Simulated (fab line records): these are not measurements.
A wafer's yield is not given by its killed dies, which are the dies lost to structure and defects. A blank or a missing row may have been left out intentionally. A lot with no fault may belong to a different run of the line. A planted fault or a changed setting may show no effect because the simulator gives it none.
Matching of chambers / flow sky130 / SKY_VIA4_CMP_02 on cmp-02 has 4 sister chambers
The step polishes SiO2. 8 wafers are shown with their chamber, then 10 later ones without.

WAFERS, EACH WITH ITS CHAMBER
wafer=L081.5; chamber=2; motor-current-A (A)=14.7; retaining-ring-pressure-frac=1.001
wafer=L084.2; chamber=3; motor-current-A (A)=12.7; retaining-ring-pressure-frac=0.998
wafer=L084.4; chamber=1; motor-current-A (A)=14.2; retaining-ring-pressure-frac=0.998
wafer=L087.1; chamber=1; motor-current-A (A)=13.8; retaining-ring-pressure-frac=0.994
wafer=L087.4; chamber=0; motor-current-A (A)=12.4; retaining-ring-pressure-frac=0.998
wafer=L087.5; chamber=0; motor-current-A (A)=12.2; retaining-ring-pressure-frac=0.994
wafer=L090.3; chamber=2; motor-current-A (A)=14.7; retaining-ring-pressure-frac=0.999
wafer=L090.5; chamber=3; motor-current-A (A)=12.7; retaining-ring-pressure-frac=0.999

WAFERS MISSING THEIR CHAMBER
wafer=L090.6; motor-current-A (A)=12.9; retaining-ring-pressure-frac=0.994
wafer=L091.2; motor-current-A (A)=14.1; retaining-ring-pressure-frac=1.002
wafer=L091.4; motor-current-A (A)=13.6; retaining-ring-pressure-frac=1.006
wafer=L091.6; motor-current-A (A)=13.7; retaining-ring-pressure-frac=0.998
wafer=L092.1; motor-current-A (A)=13.2; retaining-ring-pressure-frac=1.002
wafer=L092.2; motor-current-A (A)=12.3; retaining-ring-pressure-frac=1.002
wafer=L092.4; motor-current-A (A)=14.7; retaining-ring-pressure-frac=0.996
wafer=L097.1; motor-current-A (A)=13.1; retaining-ring-pressure-frac=1.007
wafer=L097.2; motor-current-A (A)=14.2; retaining-ring-pressure-frac=0.999
wafer=L097.6; motor-current-A (A)=13.5; retaining-ring-pressure-frac=0.992

EACH ONE'S CHAMBER
wafer=L090.6; from the rows above=can't be placed: 3 or 0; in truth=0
wafer=L091.2; from the rows above=can't be placed: 1 or 2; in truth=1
wafer=L091.4; from the rows above=can't be placed: 1 or 3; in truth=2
wafer=L091.6; from the rows above=1; in truth=1
wafer=L092.1; from the rows above=3; in truth=3
wafer=L092.2; from the rows above=can't be placed: 0 or 3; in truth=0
wafer=L092.4; from the rows above=2; in truth=2
wafer=L097.1; from the rows above=3; in truth=3
wafer=L097.2; from the rows above=can't be placed: 1 or 2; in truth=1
wafer=L097.6; from the rows above=1; in truth=1
Correctly placed: 5 of 10. These rows do not allow placing 5 (true chamber among the candidates in 4). Placed wrongly: 0.
How it was worked out, from the rows above alone: a wafer's distance from a chamber is the root of the sum, over the readings, of the square of ((its reading less the chamber's mean) divided by the reading's scatter). If the next closest chamber is less than 2 further off than the closest, the wafer can't be placed; otherwise it belongs to the closest. For every chamber, the mean is computed from those of its wafers that are shown. How the scatter is found: for the shown wafers, subtract from each reading the mean of its chamber, square and add these, divide the total by (wafers less chambers), then take the root.
